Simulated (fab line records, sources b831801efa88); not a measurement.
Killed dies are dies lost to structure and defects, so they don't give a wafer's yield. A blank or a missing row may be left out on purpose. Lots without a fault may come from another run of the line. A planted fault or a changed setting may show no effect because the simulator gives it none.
Problem report in the 8D (eight disciplines) form, filled by code | flow sky130 | the parts of the form that need people (team, actions taken, sign-off) are left out

1. THE PROBLEM
beam_energy_keV at SKY_SONOS_TUNNEL_IMPLANT_09 reads a mean of 18.675 on 6 wafers of 2 lots; wafers without a fault read 20.000 with a standard deviation of 0.0058. That is -99 or more standard deviations from the usual mean.
First seen on wafer L129.2, day 15 02:05, on implanter-03. The record holds 18 wafers of 6 lots with a number at this step. Rule for "out", or "out of limits": more than 4 standard deviations from the usual mean. The other wafers with a number count as sound.

2. WHAT IT IS AND WHAT IT IS NOT
question                    | is                     | is not
which readings at this step | beam_energy_keV        | -
which lots                  | L129, L133             | L123, L124, L135, L140
which wafers of those lots  | all that have a number | -
read on which tools         | implanter-03           | implanter-02
when                        | from day 15 02:05      | up to then (6 sound wafers); but 6 sound wafers of L135, L140 came after

3. SUSPECTS, AND WHAT RULES EACH OUT
Counting: a tool at a process step up to the reading stays a suspect if it ran every lot that is out and no sound lot after the first of them.
- implanter-03 at SKY_SONOS_TUNNEL_IMPLANT_09: ruled out as a lasting fault. Sound lots L140 ran on it after its first lot that is out, L129 (day 15 02:05).
Left after counting: nothing in the record.

4. THE CAUSE (what the simulator had put in)
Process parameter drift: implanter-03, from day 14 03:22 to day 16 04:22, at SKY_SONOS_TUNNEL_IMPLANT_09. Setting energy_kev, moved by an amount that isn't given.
Counting ruled it out, wrongly.

5. THE CHAIN OF EFFECTS, in route order
Each row: a reading whose mean over the struck wafers that have a number lies more than 3 standard deviations from the usual. Only readings for which the record gives a usual standard deviation are gone through. hours: the time from each lot's start at the first step in this table that gives one to its start at this step, as a median over the lots. sigmas: the change in usual standard deviations.
hours | step                        | reading         | usual  | on struck wafers | change | sigmas
0     | SKY_SONOS_TUNNEL_IMPLANT_09 | beam_energy_keV | 20.000 | 18.675           | -1.325 | -99 or more
The process steps in it:
- SKY_SONOS_TUNNEL_IMPLANT_09

6. WHAT WOULD HAVE CAUGHT IT SOONER
In this record the first reading out of limits was taken at day 15 02:05, 23 hours after the fault began at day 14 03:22.
